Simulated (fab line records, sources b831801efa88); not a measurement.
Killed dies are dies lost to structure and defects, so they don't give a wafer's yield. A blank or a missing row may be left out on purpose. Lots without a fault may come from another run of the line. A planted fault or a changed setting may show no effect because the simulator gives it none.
fab line records | flow gf180mcu
record lots=7 wafers=21 last_day=34
route steps=602 shown CONTACT@305 M1@315
lots that met no fault: from a run of the same line without faults
start_h: hours from the record's first day to the start of the lot's first wafer shown | wait_h: hours since the lot's step before | " the same as in the row above | L1.1+2: a row that stands for several wafers | - no value, or no start given | * or withheld: withheld | < > ~ a bound
route shown NAME@n: a module of which the file shows steps, and the number in the route of the first | usual: mean/standard deviation of fault-free wafers | same: alike in all rows | chamber/n: place in a boat | sites: the reading at each site | _std_site: their standard deviation | _edge_site: outer sites' mean less inner sites' | radius_mm: how far each site lies from the wafer's centre | mask NAME#n: copy n | behind: the tool/chamber that last shaped the wafer | hold: why the lot was held/for how many hours/how that ended | device: the transistor (n, p or np) that didn't switch | end of line: the same wafers' tests at the end of the route | a step without rows: its recipe alone | killed: dies lost to structure and defects at the first sort, not the wafer's yield | map: a wafer's dies, x killed, . not, _ none there
set.NAME: the setting as run; set.NAME@STEP: as run at that earlier step | model.NAME: the simulator's own value behind a step, which no gauge read
lots at some steps of the route; a table a step, a row a wafer
services: from which hour (start_h, from the record's first day; less than 0 if before it) a tool's chamber was out of use, for how many hours, and why
## steps
# step GF_CONTACT_STRIP_18
# recipe chemistry=O2/N2 power_w=1400 pressure_mtorr=1500 platen_temp_c=250 o2_flow_sccm=3000 n2_flow_sccm=300 overash_fraction=0.5
# usual drypump_motor_current_A=5.4/0.39 heater_power_w=339/30 oes_product_au=0.580/0.005
# columns lot.wafer tool chamber start_h wait_h drypump_motor_current_A heater_power_w oes_product_au rf_hours_counter_h
L940.1 plasma_asher-02 0 368.45 - 5.2 336 0.579 55
L940.4 " 0 " " 5.3 331 0.581 -
L940.5 " 0 " " 5.2 342 0.578 -
L952.1 plasma_asher-04 1 477.89 - 5.3 387 0.577 5
L952.2 " 0 " " 5.3 331 0.586 5
L952.5 " 0 " " 5.3 336 0.577 -
L955.1 plasma_asher-04 1 500.74 - 5.4 376 0.582 8
L955.2 " 0 " " 5.3 334 0.585 8
L955.5 " 0 " " 5.3 321 0.587 -
L956.1 plasma_asher-02 0 511.25 - 5.2 340 0.576 69
L956.3 " 1 " " 5.2 304 0.576 -
L956.5 " 1 " " 5.2 304 0.585 -
L957.3 plasma_asher-03 1 518.95 - 5.4 371 0.575 -
L957.5 " 0 " " 6.6 300 0.584 -
L957.6 " 1 " " 5.4 364 0.583 -
L961.1 plasma_asher-04 1 548.90 - 5.3 391 0.570 13
L961.2 " 0 " " 5.3 332 0.588 13
L961.4 " 0 " " 5.3 325 0.582 -
L962.3 plasma_asher-04 1 563.93 - 5.3 383 0.580 -
L962.5 " 0 " " 5.3 318 0.579 -
L962.6 " 1 " " 5.3 386 0.582 -
# step GF_CONTACT_CLEAN_19
# recipe chemistry=SPM
# step GF_CONTACT_CLEAN_20
# recipe chemistry=DIW
# step GF_CONTACT_CLEAN_21
# recipe chemistry=dHF time_s=20 dilution=100:1 dry=ipa_marangoni
# step GF_CONTACT_SPUTTER_22
# recipe material=Ti target_thk_nm=15 chamber_pressure_pa=5 power_w=2500 substrate_temp_c=200 time_s=80.02
# usual cathode_dc_power_W=2500.0/0.46 chamber_pressure_pa=5.001/0.0095 substrate_temp_c=199.99/0.17 throttle_valve_pct=29.8/1.2
# columns lot.wafer tool chamber start_h wait_h cathode_dc_power_W chamber_pressure_pa substrate_temp_c throttle_valve_pct
L940.1 pvd_sputter-04 - 368.75 0.0 2500.1 4.994 200.00 28.5
L940.4 " - " " 2499.7 5.001 200.09 29.0
L940.5 " - " " 2499.9 4.994 200.05 31.6
L952.1 pvd_sputter-04 - 478.21 0.0 2500.1 4.997 200.03 31.3
L952.2 " - " " 2500.8 5.000 199.43 28.3
L952.5 " - " " 2500.6 4.996 199.80 28.6
L955.1 pvd_sputter-03 - 501.05 0.0 2499.9 5.007 200.00 27.6
L955.2 " - " " 2499.4 5.006 200.00 31.3
L955.5 " - " " 2500.2 5.009 199.88 31.1
L956.1 pvd_sputter-04 - 511.56 0.0 2500.0 4.989 199.80 28.5
L956.3 " - " " 2500.8 4.997 200.00 28.3
L956.5 " - " " 2499.4 4.992 199.96 28.9
L957.3 pvd_sputter-01 - 519.21 0.0 2500.6 5.006 200.06 29.7
L957.5 " - " " 2500.0 5.006 200.07 29.8
L957.6 " - " " 2500.2 4.999 200.03 29.9
L961.1 pvd_sputter-03 - 549.20 0.0 2500.9 4.996 199.80 27.5
L961.2 " - " " 2499.8 5.011 199.93 29.4
L961.4 " - " " 2500.1 4.995 200.23 31.0
L962.3 pvd_sputter-03 - 564.22 0.0 2500.6 4.976 199.97 30.2
L962.5 " - " " 2500.4 5.010 200.22 27.7
L962.6 " - " " 2499.7 5.019 199.98 31.1
# step GF_CONTACT_SPUTTER_23
# recipe material=TiN target_thk_nm=10 chamber_pressure_pa=5 power_w=4000 time_s=40
# step GF_CONTACT_CVD_24
# recipe material=W target_thk_nm=300 time_s=90.339 temp_c=400 pressure_torr=40
# step GF_CONTACT_RS_MEAS_25
# recipe thk_meas_gauge=four-point-probe reads=W_of_CONTACT_CVD_24+TiN_of_CONTACT_SPUTTER_23+Ti_of_CONTACT_SPUTTER_22
# usual CONTACT_W_RS=0.380/0.0044
# columns lot.wafer tool chamber start_h wait_h CONTACT_W_RS[ohm/sq]
L940.1 film_metro-04 - 368.95 0.1 0.378
L940.4 " - " " 0.383
L940.5 " - " " 0.386
L952.1 film_metro-02 - 478.41 0.1 0.374
L952.2 " - " " 0.382
L952.5 " - " " 0.385
L955.1 film_metro-02 - 501.25 0.1 0.386
L955.2 " - " " 0.381
L955.5 " - " " 0.387
L956.1 film_metro-02 - 511.76 0.1 0.373
L956.3 " - " " 0.377
L956.5 " - " " 0.380
L957.3 film_metro-01 - 519.45 0.1 0.377
L957.5 " - " " 0.371
L957.6 " - " " 0.378
L961.1 film_metro-02 - 549.40 0.1 0.375
L961.2 " - " " 0.381
L961.4 " - " " 0.383
L962.3 film_metro-01 - 564.46 0.1 0.379
L962.5 " - " " 0.379
L962.6 " - " " 0.381
# step GF_CONTACT_THK_MEAS_26
# recipe thk_meas_gauge=xrf reads=W_of_CONTACT_CVD_24
# usual CONTACT_W_THK=298/5.1
# columns lot.wafer tool chamber start_h wait_h CONTACT_W_THK[nm]
L940.1 film_metro-04 - 369.07 0.1 300
L940.4 " - " " 298
L940.5 " - " " 294
L952.1 film_metro-02 - 478.53 0.1 301
L952.2 " - " " 294
L952.5 " - " " 294
L955.1 film_metro-02 - 501.37 0.1 289
L955.2 " - " " 293
L955.5 " - " " 289
L956.1 film_metro-02 - 511.88 0.1 300
L956.3 " - " " 296
L956.5 " - " " 296
L957.3 film_metro-01 - 519.55 0.1 304
L957.5 " - " " 310
L957.6 " - " " 301
L961.1 film_metro-02 - 549.52 0.1 299
L961.2 " - " " 295
L961.4 " - " " 294
L962.3 film_metro-01 - 564.56 0.1 301
L962.5 " - " " 299
L962.6 " - " " 298
# step GF_CONTACT_CMP_27
# recipe stop_on=SiO2 down_force_psi=3.5 platen_rpm=60 t_overpolish_s=15 target_thk_nm=0 pad_velocity_m_s=0.94248
# usual head_pressure_psi=3.500/0.0072 motor_current_A=11.6/1.1 overpolish_run_s=15.002/0.0097 time_to_endpoint_s=76/4.2
# columns lot.wafer tool chamber start_h wait_h head_pressure_psi motor_current_A overpolish_run_s time_to_endpoint_s
L940.1 cmp-02 0 369.18 0.1 3.496 12.8 15.004 73
L940.4 " 1 " " 3.503 10.4 14.992 74
L940.5 " 0 " " 3.493 12.5 14.987 72
L952.2 cmp-02 0 478.59 0.0 3.499 12.4 15.000 72
L952.1 " 3 " " 3.498 12.6 14.997 76
L952.5 " 1 " " 3.494 10.0 14.990 73
L955.1 cmp-02 0 501.43 0.1 3.501 12.5 14.981 74
L955.2 " 1 " " 3.498 9.8 15.023 77
L955.5 " 1 " " 3.487 10.1 14.991 75
L956.3 cmp-01 0 511.99 0.1 3.500 12.1 15.014 67
L956.1 " 2 " " 3.497 9.7 15.017 78
L956.5 " 0 " " 3.491 12.1 14.999 67
L957.3 cmp-01 2 519.64 0.1 3.508 10.1 14.985 77
L957.5 " 1 " " 3.505 11.5 14.998 74
L957.6 " 2 " " 3.493 10.3 14.994 76
L961.1 cmp-01 0 549.58 0.1 3.517 12.6 15.015 68
L961.4 " 2 " " 3.500 9.5 15.010 79
L961.2 " 3 " " 3.499 13.1 15.003 85
L962.3 cmp-01 3 564.60 0.0 3.507 13.1 14.998 85
L962.6 " 3 " " 3.506 12.8 14.999 81
L962.5 " 0 " " 3.506 12.0 15.006 70
# step GF_M1_SPUTTER_00
# recipe material=Ti target_thk_nm=37.5 arriving_ion_energy_ev=80 substrate_temp_c=200 chamber_pressure_pa=2 power_w=4000 time_s=150
# usual cathode_dc_power_W=4000.0/0.76 chamber_pressure_pa=2.001/0.0041 substrate_temp_c=200.01/0.16 throttle_valve_pct=30.1/0.9
# columns lot.wafer tool chamber start_h wait_h cathode_dc_power_W chamber_pressure_pa substrate_temp_c throttle_valve_pct
L940.1 pvd_sputter-01 - 369.43 0.2 4000.7 2.008 200.23 29.6
L940.4 " - " " 3998.4 1.996 200.04 30.5
L940.5 " - " " 4000.3 2.001 200.07 31.4
L952.1 pvd_sputter-02 - 478.89 0.1 3999.5 1.990 199.77 30.4
L952.2 " - " " 3998.7 2.008 199.51 29.1
L952.5 " - " " 3999.6 2.001 200.18 30.2
L955.1 pvd_sputter-01 - 501.73 0.2 4000.3 2.002 200.18 30.0
L955.2 " - " " 4000.1 1.999 199.98 30.0
L955.5 " - " " 3999.8 2.000 200.03 29.8
L956.1 pvd_sputter-02 - 512.24 0.1 3998.4 1.991 200.08 30.1
L956.3 " - " " 4000.8 1.996 200.03 30.7
L956.5 " - " " 3999.1 2.003 200.01 30.4
L957.3 pvd_sputter-04 - 519.89 0.2 4000.0 1.999 199.89 30.3
L957.5 " - " " 3999.2 2.004 200.32 31.2
L957.6 " - " " 3998.9 2.006 200.18 28.6
L961.1 pvd_sputter-01 - 549.88 0.2 4001.0 1.997 200.04 30.4
L961.2 " - " " 4000.6 2.002 200.10 29.9
L961.4 " - " " 4001.1 1.999 200.19 30.0
L962.3 pvd_sputter-04 - 564.90 0.2 4001.3 1.998 200.01 28.5
L962.5 " - " " 4000.2 2.000 199.98 31.4
L962.6 " - " " 3999.5 1.998 200.14 28.4
# step GF_M1_SPUTTER_01
# recipe material=TiN target_thk_nm=30 power_w=6500 time_s=25 chamber_pressure_pa=0.4
# step GF_M1_SPUTTER_02
# recipe material=AlCu target_thk_nm=450 power_w=10600 time_s=23.9 chamber_pressure_pa=0.4
# usual cathode_dc_power_W=10600/2 chamber_pressure_pa=0.4000/0.00084 throttle_valve_pct=30.1/0.88
# columns lot.wafer tool chamber start_h wait_h cathode_dc_power_W chamber_pressure_pa throttle_valve_pct
L940.1 pvd_sputter-01 - 369.57 0.0 10601 0.3990 30.1
L940.4 " - " " 10598 0.4010 30.4
L940.5 " - " " 10599 0.3999 31.5
L952.1 pvd_sputter-02 - 479.02 0.0 10599 0.4017 30.3
L952.2 " - " " 10603 0.4008 29.1
L952.5 " - " " 10601 0.4007 30.2
L955.1 pvd_sputter-01 - 501.86 0.0 - - -
L955.2 " - " " - - -
L955.5 " - " " - - -
L956.1 pvd_sputter-02 - 512.37 0.0 - - -
L956.3 " - " " - - -
L956.5 " - " " - - -
L957.3 pvd_sputter-04 - 520.02 0.0 - - -
L957.5 " - " " - - -
L957.6 " - " " - - -
L961.1 pvd_sputter-01 - 550.01 0.0 10602 0.3991 30.6
L961.2 " - " " 10602 0.4006 29.9
L961.4 " - " " 10597 0.4008 29.6
L962.3 pvd_sputter-04 - 565.03 0.0 10602 0.3998 28.7
L962.5 " - " " 10601 0.4010 31.4
L962.6 " - " " 10598 0.3999 28.2
# step GF_M1_SPUTTER_03
# recipe material=Ti target_thk_nm=10 substrate_temp_c=300 chamber_pressure_pa=0.3 power_w=3000 time_s=6.7
# step GF_M1_SPUTTER_04
# recipe material=TiN target_thk_nm=50 power_w=6500 time_s=41.7 chamber_pressure_pa=0.4
# usual cathode_dc_power_W=6500.3/1.2 chamber_pressure_pa=0.4000/0.00086 throttle_valve_pct=30.1/0.91
# columns lot.wafer tool chamber start_h wait_h cathode_dc_power_W chamber_pressure_pa throttle_valve_pct
L940.1 pvd_sputter-01 - 369.63 0.0 6499.1 0.3994 30.0
L940.4 " - " " 6501.1 0.3993 30.4
L940.5 " - " " 6498.1 0.3998 31.6
L952.1 pvd_sputter-02 - 479.07 0.0 6499.6 0.3995 30.3
L952.2 " - " " 6499.3 0.4008 29.2
L952.5 " - " " 6499.8 0.4015 30.3
L955.1 pvd_sputter-01 - 501.91 0.0 6501.8 0.4004 29.8
L955.2 " - " " 6499.4 0.3990 29.7
L955.5 " - " " 6499.5 0.4008 29.8
L956.1 pvd_sputter-02 - 512.42 0.0 6499.1 0.4003 30.1
L956.3 " - " " 6500.7 0.3988 30.3
L956.5 " - " " 6500.1 0.3998 30.4
L957.3 pvd_sputter-04 - 520.07 0.0 6499.2 0.4000 30.5
L957.5 " - " " 6501.1 0.4004 31.3
L957.6 " - " " 6499.9 0.3999 28.3
L961.1 pvd_sputter-01 - 550.06 0.0 6499.8 0.3993 30.4
L961.2 " - " " 6498.0 0.4009 29.9
L961.4 " - " " 6498.6 0.3990 29.9
L962.3 pvd_sputter-04 - 565.08 0.0 6502.6 0.4007 28.4
L962.5 " - " " 6499.3 0.3995 31.6
L962.6 " - " " 6500.5 0.4010 28.5
# step GF_M1_RS_MEAS_05
# recipe thk_meas_gauge=four-point-probe reads=TiN_of_M1_SPUTTER_04+Ti_of_M1_SPUTTER_03+AlCu_of_M1_SPUTTER_02+TiN_of_M1_SPUTTER_01+Ti_of_M1_SPUTTER_00
# usual M1_ALCU_RS=0.0695/0.0011
# columns lot.wafer tool chamber start_h wait_h M1_ALCU_RS[ohm/sq]
L940.1 film_metro-01 - 369.67 0.0 0.0705
L940.4 " - " " 0.0688
L940.5 " - " " 0.0712
L952.1 film_metro-03 - 479.11 0.0 0.0687
L952.2 " - " " 0.0696
L952.5 " - " " 0.0692
L955.1 film_metro-03 - 501.95 0.0 7.2114
L955.2 " - " " 7.1584
L955.5 " - " " 7.1525
L956.1 film_metro-04 - 512.46 0.0 7.1081
L956.3 " - " " 7.0640
L956.5 " - " " 7.0750
L957.3 film_metro-01 - 520.15 0.1 7.1243
L957.5 " - " " 7.0399
L957.6 " - " " 7.0910
L961.1 film_metro-01 - 550.10 0.0 0.0686
L961.2 " - " " 0.0712
L961.4 " - " " 0.0694
L962.3 film_metro-01 - 565.16 0.1 0.0687
L962.5 " - " " 0.0687
L962.6 " - " " 0.0681
# step GF_M1_THK_MEAS_06
# recipe thk_meas_gauge=xrf reads=AlCu_of_M1_SPUTTER_02
# usual M1_ALCU_THK=451/7.3
# columns lot.wafer tool chamber start_h wait_h M1_ALCU_THK[nm]
L940.1 film_metro-01 - 369.79 0.1 443
L940.4 " - " " 454
L940.5 " - " " 438
L952.1 film_metro-03 - 479.23 0.1 453
L952.2 " - " " 447
L952.5 " - " " 449
L955.1 film_metro-03 - 502.07 0.1 <0
L955.2 " - " " <0
L955.5 " - " " <0
L956.1 film_metro-04 - 512.58 0.1 <0
L956.3 " - " " <0
L956.5 " - " " <0
L957.3 film_metro-01 - 520.25 0.1 <0
L957.5 " - " " <0
L957.6 " - " " <0
L961.1 film_metro-01 - 550.22 0.1 454
L961.2 " - " " 440
L961.4 " - " " 452
L962.3 film_metro-01 - 565.26 0.1 453
L962.5 " - " " 455
L962.6 " - " " 460
# step GF_M1_DEHYDRATE_07
# recipe temp_c=200 time_s=60
## services
# columns tool chamber start_h hours kind
pvd_sputter-04 - 355.95 1.8 repair
pvd_sputter-03 - 377.65 1.3 repair
cmp-01 - 383.43 4.6 repair
cmp-01 - 386.30 0.9 repair
cmp-01 - 389.38 14.9 pm
pvd_sputter-02 - 392.03 1.1 repair
pvd_sputter-01 0 397.69 - consumable_replace:kit
pvd_sputter-01 0 397.69 18.0 scheduled_down
pvd_sputter-01 0 397.69 18.0 vent_cycle
cmp-02 - 404.00 4.0 pm
pvd_sputter-03 - 407.63 1.7 repair
pvd_sputter-03 - 416.15 4.9 repair
pvd_sputter-04 - 419.24 0.5 repair
plasma_asher-04 - 421.25 9.0 pm
pvd_sputter-03 - 435.35 4.9 repair
pvd_sputter-03 - 442.12 2.2 repair
cmp-02 - 450.38 2.1 repair
pvd_sputter-02 0 461.77 - consumable_replace:kit
pvd_sputter-02 0 461.77 18.0 scheduled_down
plasma_asher-02 - 472.49 1.0 repair
pvd_sputter-03 - 482.17 15.0 repair
pvd_sputter-03 - 508.37 3.8 repair
cmp-02 - 547.63 4.4 pm
cmp-02 - 552.87 0.3 repair
## key
first_sign step=GF_M1_SPUTTER_02 reading=tool_record direction=missing
effect step=GF_M1_RS_MEAS_05 reading=M1_ALCU_RS direction=up sigmas=99+ usual=0.0695 struck=7.1138
effect step=GF_M1_THK_MEAS_06 reading=M1_ALCU_THK direction=down sigmas=62 usual=451 struck=<0
met_at GF_M1_SPUTTER_02
struck_wafers L955.1,L955.2,L955.5,L956.1,L956.3,L956.5,L957.3,L957.5,L957.6
rows_end L957.3
later_rows_left_out L955.1,L955.2,L955.5,L956.1,L956.3,L956.5,L957.5,L957.6
sort_left_out L955.1,L955.2,L955.5,L956.1,L956.3,L956.5,L957.5,L957.6
onset_between 479.02 501.86
fault kind=skipped_step_whole tool=pvd_sputter-01,pvd_sputter-02,pvd_sputter-04 chamber=- onset_h=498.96 steps=GF_M1_SPUTTER_02 scope=struck_lots_only
# sort_left_out: the simulated sort isn't trusted on such a fault, so these wafers' sort isn't shown, and their yield isn't known
# later_rows_left_out: the simulator's readings of these wafers behind a module that went badly wrong aren't trusted and aren't shown, but for the sort
# rows_end: these wafers met a further fault down the route, and their rows from its step on are left out
